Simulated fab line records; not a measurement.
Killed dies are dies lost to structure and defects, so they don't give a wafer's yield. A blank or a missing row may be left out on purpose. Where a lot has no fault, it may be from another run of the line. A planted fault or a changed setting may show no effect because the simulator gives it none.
Which tool was responsible? / flow gf180mcu / Sampling: 11 lots, 33 wafers, 4 of 602 route steps

## WHAT THE GAUGES READ, wafer by wafer
GF_TOP_METAL_RS_MEAS_05: uses a four-point probe to measure.
lot=L623; measured=day 29 03:14; on=film metro-01; TOP_METAL_ALCU_RS (ohm/sq)=0.0325 0.0323 0.0336
lot=L624; measured=day 29 06:35; on=film metro-01; TOP_METAL_ALCU_RS (ohm/sq)=9.6448 9.7304 9.6408
lot=L625; measured=day 29 09:12; on=film metro-04; TOP_METAL_ALCU_RS (ohm/sq)=9.6802 9.6729 9.7561
lot=L634; measured=day 31 22:19; on=film metro-04; TOP_METAL_ALCU_RS (ohm/sq)=0.0331 0.0335 0.0333
lot=L635; measured=day 32 06:59; on=film metro-01; TOP_METAL_ALCU_RS (ohm/sq)=0.0334 0.0327 0.0335
lot=L636; measured=day 32 10:25; on=film metro-04; TOP_METAL_ALCU_RS (ohm/sq)=0.0327 0.0337 0.0335
lot=L637; measured=day 32 17:59; on=film metro-04; TOP_METAL_ALCU_RS (ohm/sq)=0.0324 0.0321 0.0321
lot=L638; measured=day 33 00:43; on=film metro-01; TOP_METAL_ALCU_RS (ohm/sq)=0.0331 0.0331 0.0321
lot=L639; measured=day 33 02:55; on=film metro-04; TOP_METAL_ALCU_RS (ohm/sq)=0.0324 0.0335 0.0330
lot=L641; measured=day 33 17:11; on=film metro-03; TOP_METAL_ALCU_RS (ohm/sq)=0.0329 0.0333 0.0334
lot=L643; measured=day 34 08:34; on=film metro-04; TOP_METAL_ALCU_RS (ohm/sq)=0.0334 0.0334 0.0328

## TOOL THAT RAN EACH LOT (tool first, then ch and the chambers of the sampled wafers, then the start)
lot=L623; GF_V5_CVD_02=pecvd-03 ch 0,1, day 28 04:41; GF_V5_SPUTTER_21=pvd sputter-03, day 29 02:20; GF_TOP_METAL_SPUTTER_02=pvd sputter-01, day 29 03:09
lot=L624; GF_V5_CVD_02=pecvd-04 ch 0,1,2, day 28 07:28; GF_V5_SPUTTER_21=pvd sputter-01, day 29 05:31; GF_TOP_METAL_SPUTTER_02=pvd sputter-01, day 29 06:28
lot=L625; GF_V5_CVD_02=pecvd-03 ch 0,1,2, day 28 10:08; GF_V5_SPUTTER_21=pvd sputter-03, day 29 08:07; GF_TOP_METAL_SPUTTER_02=pvd sputter-02, day 29 09:03
lot=L634; GF_V5_CVD_02=pecvd-04 ch 1,2, day 31 02:02; GF_V5_SPUTTER_21=pvd sputter-01, day 31 21:17; GF_TOP_METAL_SPUTTER_02=pvd sputter-02, day 31 22:11
lot=L635; GF_V5_CVD_02=pecvd-04 ch 0,2, day 31 10:50; GF_V5_SPUTTER_21=pvd sputter-04, day 32 06:04; GF_TOP_METAL_SPUTTER_02=pvd sputter-01, day 32 06:53
lot=L636; GF_V5_CVD_02=pecvd-03 ch 0,1,2, day 31 14:41; GF_V5_SPUTTER_21=pvd sputter-03, day 32 09:26; GF_TOP_METAL_SPUTTER_02=pvd sputter-01, day 32 10:19
lot=L637; GF_V5_CVD_02=pecvd-02 ch 0,1, day 31 22:26; GF_V5_SPUTTER_21=pvd sputter-01, day 32 17:05; GF_TOP_METAL_SPUTTER_02=pvd sputter-03, day 32 17:54
lot=L638; GF_V5_CVD_02=pecvd-02 ch 1,2, day 32 05:49; GF_V5_SPUTTER_21=pvd sputter-03, day 32 23:49; GF_TOP_METAL_SPUTTER_02=pvd sputter-02, day 33 00:38
lot=L639; GF_V5_CVD_02=pecvd-02 ch 0,2, day 32 08:13; GF_V5_SPUTTER_21=pvd sputter-03, day 33 02:00; GF_TOP_METAL_SPUTTER_02=pvd sputter-02, day 33 02:49
lot=L641; GF_V5_CVD_02=pecvd-04 ch 0,1,2, day 32 22:35; GF_V5_SPUTTER_21=pvd sputter-04, day 33 16:14; GF_TOP_METAL_SPUTTER_02=pvd sputter-03, day 33 17:04
lot=L643; GF_V5_CVD_02=pecvd-02 ch 1,2, day 33 14:43; GF_V5_SPUTTER_21=pvd sputter-03, day 34 07:38; GF_TOP_METAL_SPUTTER_02=pvd sputter-02, day 34 08:28
- GF_V5_CVD_02: deposits SiO2 from TEOS, target thk 1450 nm, time 163.28 s.
- GF_V5_SPUTTER_21: material Ti, target thk 15 nm, time 80.02 s.
- GF_TOP_METAL_SPUTTER_02: material AlCu, target thk 900 nm, time 47.82 s.

## THE ANSWER, worked out from the rows above alone
Rule: the lots themselves supply what counts as usual. The widest of any qualifying gaps counts: lots, ordered by their means at a reading, are off when they make up no more than a third of the lots, leave a main group of 4 or more, and stand apart from it by 3 or more times the standard deviation of that group's means. If all means in a main group match to the digits the tables above print for the reading, that group is not used. A lot without any number at a reading at which 4 lots or more have one is off too. All remaining lots with rows at the step are treated as sound.
Off: L624, L625, seen at GF_TOP_METAL_RS_MEAS_05 (TOP_METAL_ALCU_RS). For the main group the mean is 0.0330 ohm/sq and the standard deviation 0.00034.
A tool fits if, at a process step before that reading, it ran every lot that is off, and no sound lot after the first of them. The gauges at GF_TOP_METAL_RS_MEAS_05 are tried like those tools. None of those tried fits.

## WHAT WAS PUT IN BY THE SIMULATOR
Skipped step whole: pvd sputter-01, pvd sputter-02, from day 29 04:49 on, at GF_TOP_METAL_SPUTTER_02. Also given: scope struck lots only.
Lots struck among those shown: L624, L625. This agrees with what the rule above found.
